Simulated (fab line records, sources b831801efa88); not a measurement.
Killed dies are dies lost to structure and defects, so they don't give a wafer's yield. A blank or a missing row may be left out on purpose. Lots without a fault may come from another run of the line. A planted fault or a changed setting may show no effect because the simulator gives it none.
fab line records | flow sky130
record lots=5 wafers=15 last_day=51
route steps=708 shown SD_P@331 RES_XHIGH@332 SD_N@342 SALICIDE@361 LI_CONTACT@362
lots that met no fault: from a run of the same line without faults
start_h: hours from the record's first day to the start of the lot's first wafer shown | wait_h: hours since the lot's step before | " the same as in the row above | L1.1+2: a row that stands for several wafers | - no value, or no start given | * or withheld: withheld | < > ~ a bound
route shown NAME@n: a module of which the file shows steps, and the number in the route of the first | usual: mean/standard deviation of fault-free wafers | same: alike in all rows | chamber/n: place in a boat | sites: the reading at each site | _std_site: their standard deviation | _edge_site: outer sites' mean less inner sites' | radius_mm: how far each site lies from the wafer's centre | mask NAME#n: copy n | behind: the tool/chamber that last shaped the wafer | hold: why the lot was held/for how many hours/how that ended | device: the transistor (n, p or np) that didn't switch | end of line: the same wafers' tests at the end of the route | a step without rows: its recipe alone | killed: dies lost to structure and defects at the first sort, not the wafer's yield | map: a wafer's dies, x killed, . not, _ none there
set.NAME: the setting as run; set.NAME@STEP: as run at that earlier step | model.NAME: the simulator's own value behind a step, which no gauge read
lots at some steps of the route; a table a step, a row a wafer
services: from which hour (start_h, from the record's first day; less than 0 if before it) a tool's chamber was out of use, for how many hours, and why
## steps
# step SKY_SD_P_TW_MEAS_11
# usual SD_P_TW=2815/38
# columns lot.wafer tool chamber start_h wait_h SD_P_TW
L075.1 film_metro-04 - 621.59 0.1 2807
L075.4 " - " " 2800
L075.6 " - " " 2817
L079.3 film_metro-03 - 636.36 0.1 2782
L079.5 " - " " 2771
L079.6 " - " " 2767
L083.1 film_metro-02 - 667.92 0.1 2868
L083.3 " - " " 2854
L083.4 " - " " 2859
L089.4 film_metro-02 - 727.05 0.1 2871
L089.5 " - " " 2882
L089.6 " - " " 2867
L097.3 film_metro-02 - 802.54 0.1 2848
L097.4 " - " " 2850
L097.5 " - " " 2867
# step SKY_RES_XHIGH_DEHYDRATE_00
# recipe temp_c=200 time_s=60
# columns lot.wafer tool chamber start_h wait_h
L075.1+4+6 litho_track-01 0 635.43 13.8
L079.3+5+6 litho_track-02 0 649.64 13.3
L083.1+3+4 litho_track-01 0 681.88 14.0
L089.4+5+6 litho_track-02 0 740.91 13.9
L097.3+4+5 litho_track-02 0 814.29 11.7
# step SKY_RES_XHIGH_HMDS_01
# recipe prime_time_s=60 prime_temp_c=120
# columns lot.wafer tool chamber start_h wait_h
L075.1+4+6 litho_track-01 0 635.58 0.1
L079.3+5+6 litho_track-02 0 649.79 0.1
L083.1+3+4 litho_track-01 0 682.03 0.1
L089.4+5+6 litho_track-02 0 741.06 0.1
L097.3+4+5 litho_track-02 0 814.44 0.1
# step SKY_RES_XHIGH_COAT_02
# recipe resist=NOVOLAK spin_rpm=3000 resist_thk_nm=1140
# columns lot.wafer tool chamber start_h wait_h
L075.1+4+6 litho_track-01 0 635.73 0.1
L079.3+5+6 litho_track-02 0 649.94 0.1
L083.1+3+4 litho_track-01 0 682.18 0.1
L089.4+5+6 litho_track-02 0 741.21 0.1
L097.3+4+5 litho_track-02 0 814.59 0.1
# step SKY_RES_XHIGH_SOFTBAKE_03
# recipe temp_c=90 time_s=60 resist=NOVOLAK
# columns lot.wafer tool chamber start_h wait_h
L075.1+4+6 litho_track-01 0 635.88 0.1
L079.3+5+6 litho_track-02 0 650.09 0.1
L083.1+3+4 litho_track-01 0 682.33 0.1
L089.4+5+6 litho_track-02 0 741.36 0.1
L097.3+4+5 litho_track-02 0 814.74 0.1
# step SKY_RES_XHIGH_EXPOSE_04
# recipe mask_id=URPM na=0.6 source_shape=conventional sigma_outer=0.6 polarization=unpolarized target_cd_nm=1270 dose_mj=140
# columns lot.wafer tool chamber start_h wait_h mask
L075.1+4+6 iline_stepper-02 0 - - URPM#0
L079.3+5+6 iline_stepper-02 0 - - URPM#0
L083.1+3+4 iline_stepper-01 0 - - URPM#0
L089.4+5+6 iline_stepper-02 0 - - URPM#0
L097.3+4+5 iline_stepper-02 0 - - URPM#0
# step SKY_RES_XHIGH_PEB_05
# recipe temp_c=withheld time_s=* resist=NOVOLAK
# columns lot.wafer tool chamber start_h wait_h
L075.1+4+6 litho_track-02 0 - -
L079.3+5+6 litho_track-02 0 - -
L083.1+3+4 litho_track-02 0 - -
L089.4+5+6 litho_track-03 0 - -
L097.3+4+5 litho_track-02 0 - -
# step SKY_RES_XHIGH_DEVELOP_06
# recipe resist=NOVOLAK developer=TMAH develop_time_s=60 dev_temp_c=23
# columns lot.wafer tool chamber start_h wait_h
L075.1+4+6 litho_track-02 0 649.44 0.1
L079.3+5+6 litho_track-02 0 663.99 0.1
L083.1+3+4 litho_track-02 0 695.79 0.1
L089.4+5+6 litho_track-03 0 754.29 0.1
L097.3+4+5 litho_track-02 0 827.64 0.1
# step SKY_RES_XHIGH_IMPLANT_07
# recipe species=BF2 energy_kev=20.2 dose_cm2=3.6e+14 tilt_deg=0
# columns lot.wafer tool chamber start_h wait_h
L075.1+4+6 implanter-01 0 649.59 0.1
L079.3+5+6 implanter-02 0 664.14 0.1
L083.1+3+4 implanter-02 0 695.94 0.1
L089.4+5+6 implanter-02 0 754.44 0.1
L097.3+4+5 implanter-02 0 827.79 0.1
# step SKY_RES_XHIGH_STRIP_08
# recipe chemistry=O2/N2 power_w=1400 pressure_mtorr=1500 platen_temp_c=withheld o2_flow_sccm=3000 n2_flow_sccm=300 overash_fraction=0.5
# usual drypump_motor_current_A=6.0/0.34 oes_product_au=0.710/0.0046 strip_time_to_endpoint_s=14.27/0.033
# columns lot.wafer tool chamber start_h wait_h drypump_motor_current_A oes_product_au rf_hours_counter_h strip_time_to_endpoint_s
L075.1 plasma_asher-02 0 649.74 0.1 6.3 0.708 53 14.20
L075.4 " 0 " " 6.3 0.710 - 14.25
L075.6 " 1 " " 5.8 0.707 - 14.29
L079.3 plasma_asher-01 1 664.27 0.1 6.0 0.708 - 14.31
L079.5 " 0 " " 5.8 0.716 - 14.30
L079.6 " 1 " " 6.0 0.725 - 14.24
L083.1 plasma_asher-02 1 696.09 0.1 5.8 0.717 58 14.25
L083.3 " 1 " " 5.8 0.711 - 14.31
L083.4 " 0 " " 6.3 0.714 - 14.30
L089.4 plasma_asher-02 0 754.55 0.1 6.3 0.702 - 14.27
L089.5 " 0 " " 6.3 0.708 - 14.25
L089.6 " 1 " " 5.8 0.707 - 14.24
L097.3 plasma_asher-02 1 827.92 0.1 5.8 0.704 - 14.23
L097.4 " 0 " " 6.3 0.711 - 14.24
L097.5 " 1 " " 5.8 0.723 - 14.24
# step SKY_RES_XHIGH_TW_MEAS_09
# usual RES_XHIGH_TW=1633/20
# columns lot.wafer tool chamber start_h wait_h RES_XHIGH_TW
L075.1 film_metro-03 - 649.84 0.1 1606
L075.4 " - " " 1612
L075.6 " - " " 1615
L079.3 film_metro-03 - 664.36 0.1 1615
L079.5 " - " " 1618
L079.6 " - " " 1605
L083.1 film_metro-03 - 696.19 0.1 1623
L083.3 " - " " 1627
L083.4 " - " " 1622
L089.4 film_metro-03 - 754.65 0.1 1631
L089.5 " - " " 1616
L089.6 " - " " 1623
L097.3 film_metro-03 - 828.01 0.1 1612
L097.4 " - " " 1615
L097.5 " - " " 1613
# step SKY_SD_N_DEHYDRATE_00
# recipe temp_c=200 time_s=60
# columns lot.wafer tool chamber start_h wait_h
L075.1+4+6 litho_track-04 0 663.39 13.5
L079.3+5+6 litho_track-04 0 677.69 13.3
L083.1+3+4 litho_track-04 0 709.39 13.2
L089.4+5+6 litho_track-01 0 768.01 13.4
L097.3+4+5 litho_track-03 0 840.47 12.4
# step SKY_SD_N_HMDS_01
# recipe prime_time_s=60 prime_temp_c=120
# columns lot.wafer tool chamber start_h wait_h
L075.1+4+6 litho_track-04 0 663.54 0.1
L079.3+5+6 litho_track-04 0 677.84 0.1
L083.1+3+4 litho_track-04 0 709.54 0.1
L089.4+5+6 litho_track-01 0 768.16 0.1
L097.3+4+5 litho_track-03 0 840.62 0.1
# step SKY_SD_N_COAT_02
# recipe resist=NOVOLAK spin_rpm=3000 resist_thk_nm=1140
# columns lot.wafer tool chamber start_h wait_h
L075.1+4+6 litho_track-04 0 663.69 0.1
L079.3+5+6 litho_track-04 0 677.99 0.1
L083.1+3+4 litho_track-04 0 709.69 0.1
L089.4+5+6 litho_track-01 0 768.31 0.1
L097.3+4+5 litho_track-03 0 840.77 0.1
# step SKY_SD_N_SOFTBAKE_03
# recipe temp_c=90 time_s=60 resist=NOVOLAK
# columns lot.wafer tool chamber start_h wait_h
L075.1+4+6 litho_track-04 0 663.84 0.1
L079.3+5+6 litho_track-04 0 678.14 0.1
L083.1+3+4 litho_track-04 0 709.84 0.1
L089.4+5+6 litho_track-01 0 768.46 0.1
L097.3+4+5 litho_track-03 0 840.92 0.1
# step SKY_SD_N_EXPOSE_04
# recipe mask_id=NSDM na=0.6 source_shape=conventional sigma_outer=0.6 polarization=unpolarized target_cd_nm=380 dose_mj=141
# columns lot.wafer tool chamber start_h wait_h mask
L075.1+4+6 iline_stepper-01 0 - - NSDM#0
L079.3+5+6 iline_stepper-01 0 - - NSDM#0
L083.1+3+4 iline_stepper-01 0 - - NSDM#0
L089.4+5+6 iline_stepper-02 0 - - NSDM#0
L097.3+4+5 iline_stepper-01 0 - - NSDM#0
# step SKY_SD_N_PEB_05
# recipe temp_c=withheld time_s=* resist=NOVOLAK
# columns lot.wafer tool chamber start_h wait_h
L075.1+4+6 litho_track-01 0 - -
L079.3+5+6 litho_track-04 0 - -
L083.1+3+4 litho_track-03 0 - -
L089.4+5+6 litho_track-04 0 - -
L097.3+4+5 litho_track-03 0 - -
# step SKY_SD_N_DEVELOP_06
# recipe resist=NOVOLAK developer=TMAH develop_time_s=60 dev_temp_c=23
# columns lot.wafer tool chamber start_h wait_h
L075.1+4+6 litho_track-01 0 677.63 0.1
L079.3+5+6 litho_track-04 0 692.04 0.1
L083.1+3+4 litho_track-03 0 723.82 0.1
L089.4+5+6 litho_track-04 0 781.46 0.1
L097.3+4+5 litho_track-03 0 853.62 0.1
# step SKY_SD_N_CD_MEAS_07
# recipe target_cd_nm=380
# usual cd_nm=380.2/2.1
# columns lot.wafer tool chamber start_h wait_h cd_nm
L075.1 cd_sem-01 - 677.78 0.1 380.2
L075.4 " - " " 378.2
L075.6 " - " " 378.4
L079.3 cd_sem-02 - 692.18 0.1 380.3
L079.5 " - " " 378.5
L079.6 " - " " 381.0
L083.1 cd_sem-02 - 723.97 0.1 381.9
L083.3 " - " " 380.3
L083.4 " - " " 380.2
L089.4 cd_sem-02 - 781.60 0.1 381.5
L089.5 " - " " 382.4
L089.6 " - " " 380.9
L097.3 cd_sem-02 - 853.76 0.1 380.8
L097.4 " - " " 381.9
L097.5 " - " " 381.1
# step SKY_SD_N_OVL_MEAS_08
# usual SD_N_OVL=1.9/1.3
# columns lot.wafer tool chamber start_h wait_h SD_N_OVL[nm]
L075.1 overlay-02 - 677.90 0.1 2.5
L075.4 " - " " 0.9
L075.6 " - " " -0.4
L079.3 overlay-01 - 692.27 0.1 1.1
L079.5 " - " " 2.2
L079.6 " - " " 1.7
L083.1 overlay-02 - 724.09 0.1 2.1
L083.3 " - " " 2.9
L083.4 " - " " 2.1
L089.4 overlay-02 - 781.68 0.1 2.0
L089.5 " - " " 2.6
L089.6 " - " " 3.5
L097.3 overlay-01 - 853.85 0.1 3.8
L097.4 " - " " 3.0
L097.5 " - " " 3.9
# step SKY_SD_N_IMPLANT_09
# recipe species=As energy_kev=50 dose_cm2=4e+15 tilt_deg=0
# columns lot.wafer tool chamber start_h wait_h
L075.1+4+6 implanter-04 0 677.97 0.1
L079.3+5+6 implanter-04 0 692.34 0.1
L083.1+3+4 implanter-03 0 724.12 0.0
L089.4+5+6 implanter-02 0 781.77 0.1
L097.3+4+5 implanter-03 0 853.92 0.1
# step SKY_SD_N_IMPLANT_10
# recipe species=P energy_kev=20 dose_cm2=1e+14 tilt_deg=0
# columns lot.wafer tool chamber start_h wait_h
L075.1+4+6 implanter-04 0 678.12 0.1
L079.3+5+6 implanter-04 0 692.49 0.1
L083.1+3+4 implanter-03 0 724.27 0.1
L089.4+5+6 implanter-02 0 781.92 0.1
L097.3+4+5 implanter-03 0 854.07 0.1
# step SKY_SD_N_STRIP_11
# recipe chemistry=O2/N2 power_w=1400 pressure_mtorr=1500 platen_temp_c=withheld o2_flow_sccm=3000 n2_flow_sccm=300 overash_fraction=0.5
# usual drypump_motor_current_A=6.03/0.25 oes_product_au=0.527/0.0045 strip_time_to_endpoint_s=22.53/0.042
# columns lot.wafer tool chamber start_h wait_h drypump_motor_current_A oes_product_au rf_hours_counter_h strip_time_to_endpoint_s
L075.1 plasma_asher-04 1 678.27 0.1 5.82 0.524 86 22.59
L075.4 " 1 " " 5.79 0.523 - 22.55
L075.6 " 1 " " 5.77 0.528 - 22.60
L079.3 plasma_asher-01 1 692.63 0.1 5.97 0.525 - 22.48
L079.5 " 1 " " 5.95 0.534 - 22.45
L079.6 " 0 " " 5.81 0.527 - 22.45
L083.1 plasma_asher-02 1 724.42 0.1 5.80 0.532 61 22.57
L083.3 " 0 " " 6.32 0.524 - 22.54
L083.4 " 1 " " 5.80 0.513 - 22.52
L089.4 plasma_asher-04 0 782.03 0.1 6.39 0.528 - 22.49
L089.5 " 1 " " 5.78 0.526 - 22.52
L089.6 " 0 " " 6.38 0.525 - 22.52
L097.3 plasma_asher-01 1 854.21 0.1 6.00 0.527 - 22.58
L097.4 " 0 " " 5.82 0.533 - 22.56
L097.5 " 1 " " 5.98 0.528 - 22.51
# step SKY_SD_N_TW_MEAS_12
# usual SD_N_TW=3964/45
# columns lot.wafer tool chamber start_h wait_h SD_N_TW
L075.1 film_metro-02 - 678.37 0.1 4006
L075.4 " - " " 4018
L075.6 " - " " 4023
L079.3 film_metro-04 - 692.71 0.1 3952
L079.5 " - " " 3946
L079.6 " - " " 3939
L083.1 film_metro-02 - 724.52 0.1 4047
L083.3 " - " " 4040
L083.4 " - " " 4039
L089.4 film_metro-02 - 782.12 0.1 4015
L089.5 " - " " 4002
L089.6 " - " " 4005
L097.3 film_metro-03 - 854.29 0.1 3945
L097.4 " - " " 3942
L097.5 " - " " 3956
# step SKY_SD_N_CLEAN_13
# recipe chemistry=SC1/SC2 mix=1:4:20 temp_c=70 time_s=150 dry=n2_spin
# columns lot.wafer tool chamber start_h wait_h
L075.1+4+6 wet_bench-03 2 678.43 0.1
L079.3+5+6 wet_bench-03 1 692.75 0.0
L083.1+3+4 wet_bench-01 2 724.58 0.1
L089.4+5+6 wet_bench-02 0 782.15 0.0
L097.3+4+5 wet_bench-03 3 854.33 0.0
# step SKY_SD_N_RTA_14
# recipe temp_c=1075 time_s=2 idle_temp_c=650 ramp_up_c_per_s=150 ramp_down_c_per_s=90 ambient=N2
# usual lamp_power_pct=15.74/0.052 ramp_down_c_per_s=90.001/0.017 wafer_temp_C_max=1078.1/1.2
# columns lot.wafer tool chamber start_h wait_h lamp_power_pct ramp_down_c_per_s wafer_temp_C_max
L075.1 rtp_anneal-01 0 678.49 0.0 15.72 90.001 1077.5
L075.4 " 0 " " 15.77 89.976 1078.4
L075.6 " 0 " " 15.74 90.000 1079.5
L079.3 rtp_anneal-02 0 692.83 0.0 15.77 90.001 1079.1
L079.5 " 0 " " 15.76 89.993 1078.5
L079.6 " 0 " " 15.73 90.010 1079.4
L083.1 rtp_anneal-01 0 724.63 0.0 15.64 90.016 1076.1
L083.3 " 0 " " 15.79 89.993 1079.1
L083.4 " 0 " " 15.70 89.992 1078.7
L089.4 rtp_anneal-02 0 782.23 0.0 15.76 90.014 1078.5
L089.5 " 0 " " 15.72 90.015 1076.9
L089.6 " 0 " " 15.70 89.995 1078.1
L097.3 rtp_anneal-01 0 854.40 0.0 15.87 90.020 1078.3
L097.4 " 0 " " 15.72 90.010 1079.0
L097.5 " 0 " " 15.79 90.037 1076.6
# step SKY_SD_N_RS_MEAS_16
# recipe thk_meas_gauge=four-point-probe
# usual SD_N_RS=68.59/0.12
# columns lot.wafer tool chamber start_h wait_h SD_N_RS[ohm/sq]
L075.1 film_metro-04 - 678.66 0.1 68.83
L075.4 " - " " 68.75
L075.6 " - " " 68.80
L079.3 film_metro-02 - 693.02 0.1 68.55
L079.5 " - " " 68.49
L079.6 " - " " 68.60
L083.1 film_metro-03 - 724.81 0.1 68.55
L083.3 " - " " 68.44
L083.4 " - " " 68.57
L089.4 film_metro-04 - 782.44 0.1 68.61
L089.5 " - " " 68.82
L089.6 " - " " 68.73
L097.3 film_metro-03 - 854.60 0.1 68.45
L097.4 " - " " 68.30
L097.5 " - " " 68.49
# step SKY_SD_N_RS_MEAS_17
# recipe thk_meas_gauge=four-point-probe
# usual SD_P_RS=147.1/0.4
# columns lot.wafer tool chamber start_h wait_h SD_P_RS[ohm/sq]
L075.1 film_metro-04 - 678.78 0.1 148.0
L075.4 " - " " 147.4
L075.6 " - " " 147.6
L079.3 film_metro-02 - 693.14 0.1 147.2
L079.5 " - " " 146.8
L079.6 " - " " 147.1
L083.1 film_metro-03 - 724.93 0.1 146.7
L083.3 " - " " 146.3
L083.4 " - " " 147.0
L089.4 film_metro-04 - 782.56 0.1 147.5
L089.5 " - " " 147.4
L089.6 " - " " 147.6
L097.3 film_metro-03 - 854.72 0.1 146.5
L097.4 " - " " 146.5
L097.5 " - " " 146.8
# step SKY_SD_N_RS_MEAS_18
# recipe thk_meas_gauge=four-point-probe
# usual RES_XHIGH_RS=333.1/1.2
# columns lot.wafer tool chamber start_h wait_h RES_XHIGH_RS[ohm/sq]
L075.1 film_metro-04 - 678.90 0.1 335.7
L075.4 " - " " 335.1
L075.6 " - " " 334.0
L079.3 film_metro-02 - 693.26 0.1 332.7
L079.5 " - " " 333.1
L079.6 " - " " 333.7
L083.1 film_metro-03 - 725.05 0.1 331.5
L083.3 " - " " 332.6
L083.4 " - " " 331.4
L089.4 film_metro-04 - 782.68 0.1 335.6
L089.5 " - " " 335.0
L089.6 " - " " 334.6
L097.3 film_metro-03 - 854.84 0.1 333.4
L097.4 " - " " 333.8
L097.5 " - " " 333.1
# step SKY_SALICIDE_CLEAN_00
# recipe chemistry=HF-last time_s=30 dilution=100:1 dry=ipa_marangoni
# columns lot.wafer tool chamber start_h wait_h
L075.1+4+6 wet_bench-04 2 679.02 0.1
L079.3+5+6 wet_bench-01 3 693.34 0.1
L083.1+3+4 wet_bench-02 1 725.17 0.1
L089.4+5+6 wet_bench-04 3 782.74 0.0
L097.3+4+5 wet_bench-01 3 854.92 0.1
# step SKY_LI_CONTACT_HDPCVD_00
# recipe material=PSG target_thk_nm=930 sigma_open_frac=0.3 time_s=155 temp_c=600 sih4_flow_sccm=60 pressure_mtorr=6
# usual sih4_flow_sccm=60.02/0.19
# columns lot.wafer tool chamber start_h wait_h sih4_flow_sccm
L075.1 hdpcvd-02 2 679.04 0.0 60.44
L075.4 " 0 " " 60.20
L075.6 " 1 " " 60.18
L079.3 hdpcvd-02 2 693.36 0.0 60.10
L079.5 " 2 " " 60.41
L079.6 " 0 " " 59.79
L083.1 hdpcvd-02 1 725.18 0.0 60.02
L083.3 " 2 " " 59.80
L083.4 " 1 " " 59.74
L089.4 hdpcvd-01 2 782.81 0.1 59.94
L089.5 " 1 " " 59.80
L089.6 " 0 " " 59.98
L097.3 hdpcvd-02 2 854.93 0.0 60.20
L097.4 " 0 " " 59.93
L097.5 " 2 " " 60.07
# step SKY_LI_CONTACT_THK_MEAS_01
# recipe reads=PSG_of_LI_CONTACT_HDPCVD_00
# usual LI_CONTACT_HDPCVD_THK=931/8.3
# columns lot.wafer tool chamber start_h wait_h LI_CONTACT_HDPCVD_THK[nm]
L075.1 film_metro-03 - 679.14 0.1 936
L075.4 " - " " 931
L075.6 " - " " 936
L079.3 film_metro-03 - 693.48 0.1 932
L079.5 " - " " 942
L079.6 " - " " 930
L083.1 film_metro-02 - 725.29 0.1 939
L083.3 " - " " 932
L083.4 " - " " 941
L089.4 film_metro-03 - 782.89 0.0 927
L089.5 " - " " 935
L089.6 " - " " 932
L097.3 film_metro-03 - 855.06 0.1 938
L097.4 " - " " 921
L097.5 " - " " 927
# step SKY_LI_CONTACT_CMP_02
# recipe material=PSG down_force_psi=4 platen_rpm=60 pad_velocity_m_s=0.94248
# usual motor_current_A=12.4/1.3 slurry_flow_ml_min=150.0/0.48 time_to_endpoint_s=33.6/2.5
# columns lot.wafer tool chamber start_h wait_h motor_current_A slurry_flow_ml_min time_to_endpoint_s
L075.4 cmp-02 2 679.20 0.0 10.5 150.2 29.0
L075.1 " 3 " " 12.1 150.0 35.8
L075.6 " 2 " " 11.0 150.6 31.9
L079.3 cmp-02 2 693.57 0.1 10.7 150.3 29.6
L079.5 " 1 " " 13.2 149.9 32.3
L079.6 " 2 " " 10.6 149.9 28.8
L083.1 cmp-01 2 725.35 0.1 12.4 150.0 35.5
L083.3 " 3 " " 10.9 150.0 38.1
L083.4 " 0 " " 12.8 149.0 35.3
L089.4 cmp-02 1 783.02 0.1 12.6 150.9 33.1
L089.5 " 3 " " 12.3 149.7 35.9
L089.6 " 0 " " 12.8 149.5 36.4
L097.3 cmp-02 2 855.15 0.1 10.9 150.8 31.6
L097.4 " 0 " " 11.9 149.4 33.2
L097.5 " 2 " " 10.4 150.0 30.2
# step SKY_LI_CONTACT_BOW_MEAS_03
# recipe mode=bow
# usual LI_CONTACT_BOW=56/6.5
# columns lot.wafer tool chamber start_h wait_h LI_CONTACT_BOW[um]
L075.1 film_metro-02 - 679.50 0.2 61
L075.4 " - " " 51
L075.6 " - " " 52
L079.3 film_metro-04 - 693.86 0.2 58
L079.5 " - " " 53
L079.6 " - " " 59
L083.1 film_metro-03 - 725.65 0.2 63
L083.3 " - " " 62
L083.4 " - " " 60
L089.4 film_metro-03 - 783.28 0.2 68
L089.5 " - " " 53
L089.6 " - " " 56
L097.3 film_metro-04 - 855.44 0.2 57
L097.4 " - " " 68
L097.5 " - " " 55
# step SKY_LI_CONTACT_DEHYDRATE_04
# recipe temp_c=200 time_s=60
# columns lot.wafer tool chamber start_h wait_h
L075.1+4+6 litho_track-04 0 693.04 13.5
L079.3+5+6 litho_track-02 0 707.54 13.7
L083.1+3+4 litho_track-04 0 739.04 13.4
L089.4+5+6 litho_track-02 0 795.66 12.4
L097.3+4+5 litho_track-01 0 867.63 12.2
# step SKY_LI_CONTACT_HMDS_05
# recipe prime_time_s=60 prime_temp_c=120
# columns lot.wafer tool chamber start_h wait_h
L075.1+4+6 litho_track-04 0 693.19 0.1
L079.3+5+6 litho_track-02 0 707.69 0.1
L083.1+3+4 litho_track-04 0 739.19 0.1
L089.4+5+6 litho_track-02 0 795.81 0.1
L097.3+4+5 litho_track-01 0 867.78 0.1
# step SKY_LI_CONTACT_COAT_06
# recipe resist=BARC temp_c=withheld time_s=withheld spin_rpm=3000 resist_thk_nm=60
# columns lot.wafer tool chamber start_h wait_h
L075.1+4+6 litho_track-04 0 693.34 0.1
L079.3+5+6 litho_track-02 0 707.84 0.1
L083.1+3+4 litho_track-04 0 739.34 0.1
L089.4+5+6 litho_track-02 0 795.96 0.1
L097.3+4+5 litho_track-01 0 867.93 0.1
# step SKY_LI_CONTACT_COAT_07
# recipe resist=KrF-thick spin_rpm=3000 resist_thk_nm=450
# columns lot.wafer tool chamber start_h wait_h
L075.1+4+6 litho_track-04 0 - -
L079.3+5+6 litho_track-02 0 - -
L083.1+3+4 litho_track-04 0 - -
L089.4+5+6 litho_track-02 0 - -
L097.3+4+5 litho_track-01 0 - -
# step SKY_LI_CONTACT_SOFTBAKE_08
# recipe temp_c=100.5 time_s=90 resist=KrF-thick
# columns lot.wafer tool chamber start_h wait_h
L075.1+4+6 litho_track-04 0 - -
L079.3+5+6 litho_track-02 0 - -
L083.1+3+4 litho_track-04 0 - -
L089.4+5+6 litho_track-02 0 - -
L097.3+4+5 litho_track-01 0 - -
# step SKY_LI_CONTACT_EXPOSE_09
# recipe mask_id=LICM1 na=0.8 source_shape=annular sigma_inner=0.55 sigma_outer=0.85 target_cd_nm=170 dose_mj=38
# columns lot.wafer tool chamber start_h wait_h mask
L075.1+4+6 krf_scanner-01 0 - - LICM1#0
L079.3+5+6 krf_scanner-02 0 - - LICM1#0
L083.1+3+4 krf_scanner-01 0 - - LICM1#0
L089.4+5+6 krf_scanner-02 0 - - LICM1#0
L097.3+4+5 krf_scanner-02 0 - - LICM1#0
# step SKY_LI_CONTACT_PEB_10
# recipe peb_temp_c=withheld peb_time_s=withheld resist=KrF-thick
# columns lot.wafer tool chamber start_h wait_h
L075.1+4+6 litho_track-01 0 - -
L079.3+5+6 litho_track-02 0 - -
L083.1+3+4 litho_track-01 0 - -
L089.4+5+6 litho_track-04 0 - -
L097.3+4+5 litho_track-04 0 - -
# step SKY_LI_CONTACT_DEVELOP_11
# recipe develop_time_s=60 resist=KrF-thick dev_temp_c=21
# columns lot.wafer tool chamber start_h wait_h
L075.1+4+6 litho_track-01 0 - -
L079.3+5+6 litho_track-02 0 - -
L083.1+3+4 litho_track-01 0 - -
L089.4+5+6 litho_track-04 0 - -
L097.3+4+5 litho_track-04 0 - -
# step SKY_LI_CONTACT_CD_MEAS_12
# recipe target_cd_nm=170
# usual cd_nm=169.8/1.3
# columns lot.wafer tool chamber start_h wait_h cd_nm
L075.1 cd_sem-02 - 708.33 - 168.7
L075.4 " - " " 169.1
L075.6 " - " " 170.0
L079.3 cd_sem-01 - 721.99 - 170.8
L079.5 " - " " 172.2
L079.6 " - " " 172.1
L083.1 cd_sem-02 - 753.33 - 169.7
L083.3 " - " " 171.1
L083.4 " - " " 169.6
L089.4 cd_sem-02 - 809.60 - 170.7
L089.5 " - " " 170.8
L089.6 " - " " 169.6
L097.3 cd_sem-02 - 881.58 - 168.4
L097.4 " - " " 169.6
L097.5 " - " " 170.2
# step SKY_LI_CONTACT_OVL_MEAS_13
# usual LI_CONTACT_OVL=1/6.8
# columns lot.wafer tool chamber start_h wait_h LI_CONTACT_OVL[nm]
L075.1 overlay-02 - 708.45 0.1 3
L075.4 " - " " -3
L075.6 " - " " 0
L079.3 overlay-02 - 722.09 0.1 8
L079.5 " - " " 7
L079.6 " - " " 10
L083.1 overlay-01 - 753.45 0.1 3
L083.3 " - " " 2
L083.4 " - " " 2
L089.4 overlay-01 - 809.68 0.1 13
L089.5 " - " " 0
L089.6 " - " " -1
L097.3 overlay-02 - 881.67 0.1 10
L097.4 " - " " 3
L097.5 " - " " 9
# step SKY_LI_CONTACT_ETCH_14
# recipe chemistry=N2/H2 target=BARC ion_energy_ev=200 source_w=500 bias_w=100 pressure_mtorr=30 n2_flow_sccm=100 h2_flow_sccm=200 stop_on=SiO2 time_s=45.9 target_depth_a=600
# usual drypump_motor_current_A=5.8/0.34 oes_product_au=0.854/0.0048 throttle_valve_pct=13.223/0.0086
# columns lot.wafer tool chamber start_h wait_h drypump_motor_current_A oes_product_au rf_hours_counter_h throttle_valve_pct
L075.1 rie_diel-01 1 708.49 0.0 6.1 0.858 10 13.235
L075.4 " 0 " " 5.8 0.857 2 13.217
L075.6 " 3 " " 5.0 0.865 - 13.219
L079.3 rie_diel-01 3 722.11 0.0 4.9 0.856 5 13.209
L079.5 " 1 " " 6.1 0.847 - 13.228
L079.6 " 2 " " 5.4 0.853 - 13.229
L083.1 rie_diel-02 0 753.49 0.0 5.9 0.855 29 13.234
L083.3 " 1 " " 5.7 0.849 23 13.227
L083.4 " 2 " " 5.8 0.857 3 13.211
L089.4 rie_diel-04 3 809.69 0.0 5.9 0.855 6 13.218
L089.5 " 1 " " 5.9 0.854 - 13.209
L089.6 " 2 " " 6.4 0.855 - 13.225
L097.3 rie_diel-01 3 881.69 0.0 4.9 0.853 8 13.238
L097.4 " 1 " " 6.1 0.853 14 13.225
L097.5 " 2 " " 5.4 0.853 - 13.220
# step SKY_LI_CONTACT_ETCH_15
# recipe target=PSG chemistry=C4F8/O2/Ar stop_on=Si taper_deg=4.15 mask_material=KrF-thick source_w=1500 bias_w=1200 pressure_mtorr=40 c4f8_flow_sccm=withheld O2_flow_sccm=6 Ar_flow_sccm=300 time_s=withheld target_depth_a=6000
# usual oes_product_au=0.834/0.0044
# columns lot.wafer tool chamber start_h wait_h oes_product_au
L075.1 rie_diel-01 1 708.53 0.0 0.832
L075.4 " 0 " " 0.835
L075.6 " 3 " " 0.838
L079.3 rie_diel-01 3 722.15 0.0 0.834
L079.5 " 1 " " 0.833
L079.6 " 2 " " 0.832
L083.1 rie_diel-02 0 753.53 0.0 0.840
L083.3 " 1 " " 0.838
L083.4 " 2 " " 0.839
L089.4 rie_diel-04 3 809.74 0.0 0.832
L089.5 " 1 " " 0.831
L089.6 " 2 " " 0.831
L097.3 rie_diel-01 3 881.74 0.0 0.829
L097.4 " 1 " " 0.841
L097.5 " 2 " " 0.833
## services
# columns tool chamber start_h hours kind
cmp-02 - 628.06 4.0 repair
hdpcvd-02 - 650.75 15.0 pm
implanter-03 - 666.87 18.1 pm
implanter-02 - 671.53 18.1 repair
rie_diel-01 1 676.35 7.5 repair
cmp-02 - 679.62 0.3 repair
plasma_asher-02 - 688.67 2.8 pm
cmp-02 - 690.05 3.4 pm
iline_stepper-02 - 715.16 9.7 repair
rie_diel-01 0 716.09 1.3 repair
implanter-04 - 718.71 6.6 repair
hdpcvd-02 - 722.56 1.2 repair
iline_stepper-01 - 728.57 6.9 repair
implanter-02 - 738.22 1.1 repair
implanter-02 - 754.56 3.3 pm
rie_diel-01 0 756.11 9.3 repair
rie_diel-01 3 756.96 1.9 repair
iline_stepper-01 - 784.54 1.7 pm
iline_stepper-02 - 785.25 25.7 repair
rie_diel-01 - 786.51 1.4 repair
iline_stepper-02 - 810.99 1.7 pm
rie_diel-01 3 814.84 3.9 repair
rie_diel-01 3 834.20 5.4 repair
rie_diel-01 1 852.89 9.3 repair
## key
fault none
